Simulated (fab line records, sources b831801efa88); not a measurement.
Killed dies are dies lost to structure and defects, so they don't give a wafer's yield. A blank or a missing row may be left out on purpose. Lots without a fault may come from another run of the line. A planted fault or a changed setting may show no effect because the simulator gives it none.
Chamber matching | flow gf180mcu | GF_STI_CMP_25 on cmp-02: 3 sister chambers
The step polishes, stops on Si3N4, t overpolish 33 s, target thk 524.6 nm. 3 wafers are shown with their chamber, then 7 later ones without.

WAFERS WITH THEIR CHAMBER
wafer  | chamber | motor_current_A (A)
L279.4 | 2       | 11.6
L279.5 | 0       | 13.2
L280.2 | 1       | 13.7

WAFERS WITHOUT THEIR CHAMBER
wafer  | motor_current_A (A)
L280.4 | 10.9
L280.5 | 11.3
L284.2 | 13.5
L284.3 | 11.0
L284.4 | 13.3
L286.1 | 14.1
L286.2 | 13.6

WHICH CHAMBER EACH WENT THROUGH
wafer  | from the rows above     | in truth
L280.4 | 2                       | 2
L280.5 | 2                       | 2
L284.2 | can't be placed: 1 or 0 | 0
L284.3 | 2                       | 2
L284.4 | can't be placed: 0 or 1 | 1
L286.1 | can't be placed: 1 or 0 | 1
L286.2 | can't be placed: 1 or 0 | 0
Placed correctly: 3 of 7. Can't be placed from these rows: 4 (the true chamber is among the candidates in 4). Placed wrongly: 0.
How it was worked out, from the rows above alone: a wafer's distance from a chamber is the root of the sum, over the readings, of the square of ((its reading less the chamber's mean) divided by the reading's scatter). The wafer belongs to the nearest chamber; if the next one is less than 2 further off, it can't be placed. A chamber's mean is the mean of its shown wafers. The scatter: with one shown wafer a chamber, the root of the mean of the squares of how far each hidden wafer lies from its nearest shown one.
